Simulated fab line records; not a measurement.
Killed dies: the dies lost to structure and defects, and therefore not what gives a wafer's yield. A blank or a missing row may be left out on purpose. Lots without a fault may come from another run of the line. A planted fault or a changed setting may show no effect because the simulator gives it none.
One fault through the eyes of 2 desks    flow gf180mcu    numbers are kept per desk, each desk with only its own; the story behind them comes last

## AT THE METROLOGY DESK
What the gauges read for every lot (on any tool): the sampled wafers with a number, averaged. Any lot whose mean is over 4 standard deviations away from the usual mean is out of limits and marked OUT; that distance is given in the brackets.
Columns: A = STI_OXIDATION_THK at GF_STI_THK_MEAS_02, usual 10.04 nm; B = STI_OXIDATION_01_THK at GF_STI_THK_MEAS_22, usual 15.00 nm
lot   first seen here  A      B
L241  day 1 12:06      10.20  14.80
L242  day 1 16:31      9.92   14.97
L244  day 2 02:37      10.34  15.27
L245  day 2 08:17      10.14  15.11
L246  day 2 13:26      9.98   14.87
L247  day 2 17:32      10.15  15.19
L248  day 2 22:43      10.07  15.08
L249  day 3 04:16      10.30  15.48
L250  day 3 08:32      10.00  15.21
L251  day 3 13:50      10.02  14.97
L252  day 3 19:07      10.13  15.23
L254  day 4 05:29      10.18  14.81
L255  day 4 11:17      10.06  14.80
L259  day 5 09:10      9.88   14.76
This desk found nothing out of limits on any of the 14 lots.

## THE TOOL OWNER'S DESK: litho-track-04
The tool's own readings at GF_VT_IMPLANT_DEVELOP_06 (develop time 60 s): means of the sampled wafers that have a number, for each lot that ran on this tool. Any lot whose mean is over 4 standard deviations away from the usual mean is out of limits and marked OUT; that distance is given in the brackets.
Columns: A = chill-plate-temp-C at GF_VT_IMPLANT_DEVELOP_06, usual 23.00 C; B = developer-temp-C at GF_VT_IMPLANT_DEVELOP_06, usual 22.98 C; C = exhaust-pa at GF_VT_IMPLANT_DEVELOP_06, usual 44.9 Pa
lot   first seen here  A      B                 C
L241  day 5 16:57      22.98  22.93             45.4
L244  day 6 06:35      23.01  23.04             44.2
L248  day 7 09:06      22.85  22.82             45.9
L249  day 7 16:08      23.08  22.98             43.9
L251  day 8 04:24      22.88  23.08             44.6
L252  day 8 10:03      23.00  22.96             45.7
L254  day 9 00:21      23.02  22.87             43.8
L255  day 9 11:14      22.89  22.02 (-10) OUT   44.4
L259  day 10 16:21     23.19  22.07 (-9.6) OUT  45.5
This desk's finding: out of limits on L255, L259; first on L255, day 9 11:14 (developer-temp-C at GF_VT_IMPLANT_DEVELOP_06). Within limits: L241, L244, L248, L249, L251, L252, L254.

## TAKEN TOGETHER
At day 9 11:14, on L255, L259, the tool owner's desk was in a position to raise an alarm.
Nothing out of limits was seen by the metrology desk.
The metrology desk holds a record of L255, L259, inside its limits.
Every lot named ran GF_VT_IMPLANT_DEVELOP_06 on litho-track-04.

## WHAT THE SIMULATOR PUT IN
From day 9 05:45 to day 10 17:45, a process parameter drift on litho-track-04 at GF_VT_IMPLANT_DEVELOP_06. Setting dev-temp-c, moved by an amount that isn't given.
Shown lots that were struck: L255, L259.
Time in hours from fault onset to the first out-of-limits reading at each desk: the tool owner's desk, 5.
